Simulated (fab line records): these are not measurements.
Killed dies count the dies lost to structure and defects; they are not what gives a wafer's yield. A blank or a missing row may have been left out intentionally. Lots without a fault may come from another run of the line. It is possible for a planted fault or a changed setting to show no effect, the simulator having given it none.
8D (eight disciplines) problem report, filled in by code | flow gf180mcu | the parts of the form that need people (team, actions taken, sign-off) are left out

## 1. WHAT WENT WRONG
NSD_RS at GF_PSD_RS_MEAS_14 reads a mean of 49.88 ohm/sq on 6 wafers of 2 lots; wafers without a fault read 46.11 ohm/sq with a standard deviation of 0.08. Relative to the usual mean, that is a shift of +47 standard deviations.
The step: measures by four-point-probe.
First observed at day 14 23:23: wafer L920.4, on film-metro-04. At this step, 39 wafers from 13 lots have a number in the record. The rule behind "out" and "out of limits": a value lying over 4 standard deviations away from the usual mean. Any other wafer with a number is counted as sound.

## 2. WHAT IT IS, WHAT IT ISN'T
question                    | is                           | is not
which readings at this step | NSD_RS                       | -
which lots                  | L920, L921                   | L918, L919, L930, L932, L934, L935, L937, L938, L939, L940, L941
which wafers of those lots  | all that have a number       | -
read on which gauges        | film-metro-02, film-metro-04 | film-metro-01
when                        | from day 14 23:23            | up to then (6 sound wafers); but 27 sound wafers of L930, L932, L934, L935, L937, L938, L939, L940, L941 came after

## 3. SUSPECTS, AND WHAT RULES EACH OUT
Counting: any tool at a process step up to the reading is kept as a suspect provided that every lot that is out went through it and no sound lot did after the first of them.
- the gauge at GF_PSD_RS_MEAS_14 is ruled out. The wafers that are out were read on 2 gauges (film-metro-02, film-metro-04).
- rtp-anneal-01 at GF_PSD_RTA_13 (time 20 s): ruled out as a lasting fault. The sound lots L937, L938, L939, L940, L941 went through it after L920, its earliest lot that is out (day 14 23:17).
Left after counting: nothing in the record.

## 4. THE CAUSE (what the simulator had put in)
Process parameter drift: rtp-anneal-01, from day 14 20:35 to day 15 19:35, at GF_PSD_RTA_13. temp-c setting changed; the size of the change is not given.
Counting ruled it out, wrongly: the rule takes a fault to strike every lot that its tool runs from its start on, and this one did not.

## 5. THE CHAIN OF EFFECTS, in route order
Rows list readings where the struck wafers' mean (over those with a number) sits beyond 3 standard deviations from the usual. Only readings whose record carries a usual standard deviation are examined. hours: median over the lots of the time between each lot's start at the first step of this table that gives one and its start at this step. sigmas: the change, counted in usual standard deviations.
hours | step              | reading          | usual         | on struck wafers | change | sigmas
0     | GF_PSD_RTA_13     | wafer_temp_C_max | 1029.0        | 1000.4           | -28.6  | -33
0     | GF_PSD_RS_MEAS_14 | NSD_RS           | 46.11 ohm/sq  | 49.88            | +3.77  | +47
0     | GF_PSD_RS_MEAS_15 | PSD_RS           | 108.50 ohm/sq | 128.95           | +20.45 | +82
Its process steps:
- GF_PSD_RTA_13: time 20 s.

## 6. WHAT WOULD HAVE CAUGHT IT SOONER
3 hours passed between the start of the fault at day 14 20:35 and the first reading out of limits at a measuring or inspecting step in this record, taken at day 14 23:23.
The tool's own readings at GF_PSD_RTA_13 were out on every struck wafer that the step has a row for (wafer_temp_C_max): an alarm limit on them would have fired on the first of those.
